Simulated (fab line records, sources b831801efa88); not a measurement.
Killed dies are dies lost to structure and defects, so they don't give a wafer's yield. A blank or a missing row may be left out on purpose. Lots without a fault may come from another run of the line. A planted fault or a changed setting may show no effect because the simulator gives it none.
Chamber matching | flow sky130 | SKY_CONTACT_ETCH_17 on rie_diel-02: 4 sister chambers
The step etches SiO2 in C4F8/O2/Ar, stops on Si3N4, target depth 340 nm. 16 wafers are shown with their chamber, then 8 later ones without.

WAFERS WITH THEIR CHAMBER
wafer  | chamber | oes_product_au (a.u.)
L284.3 | 2       | 0.897
L284.4 | 2       | 0.888
L284.5 | 0       | 0.890
L286.1 | 0       | 0.888
L286.2 | 1       | 0.897
L286.3 | 2       | 0.890
L287.2 | 3       | 0.893
L287.4 | 2       | 0.884
L287.5 | 2       | 0.891
L293.3 | 1       | 0.884
L293.5 | 0       | 0.895
L293.6 | 1       | 0.894
L294.1 | 2       | 0.905
L294.4 | 3       | 0.897
L294.6 | 2       | 0.887
L296.3 | 3       | 0.890

SIGNATURES (means of the wafers above)
reading        | chamber 0 | chamber 1 | chamber 2 | chamber 3 | scatter within a chamber
oes_product_au | 0.89100   | 0.89167   | 0.89171   | 0.89333   | 0.0061
Rule: a wafer's distance from a chamber is the root of the sum, over the readings, of the square of ((its reading less the chamber's mean) divided by the reading's scatter). The wafer belongs to the nearest chamber; if the next one is less than 2 further off, it can't be placed. The scatter: the root of (the sum of the squares of (reading less its chamber's mean) over the shown wafers, divided by (wafers less chambers)).

WAFERS WITHOUT THEIR CHAMBER
wafer  | oes_product_au (a.u.)
L296.5 | 0.895
L296.6 | 0.894
L305.2 | 0.890
L305.5 | 0.888
L305.6 | 0.887
L306.1 | 0.896
L306.2 | 0.892
L306.6 | 0.894

WHICH CHAMBER EACH WENT THROUGH
wafer  | from the rows above               | in truth
L296.5 | can't be placed: 3 or 2 or 1 or 0 | 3
L296.6 | can't be placed: 3 or 2 or 1 or 0 | 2
L305.2 | can't be placed: 0 or 1 or 2 or 3 | 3
L305.5 | can't be placed: 0 or 1 or 2 or 3 | 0
L305.6 | can't be placed: 0 or 1 or 2 or 3 | 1
L306.1 | can't be placed: 3 or 2 or 1 or 0 | 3
L306.2 | can't be placed: 2 or 1 or 0 or 3 | 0
L306.6 | can't be placed: 3 or 2 or 1 or 0 | 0
Placed correctly: 0 of 8. Can't be placed from these rows: 8 (the true chamber is among the candidates in 8). Placed wrongly: 0.
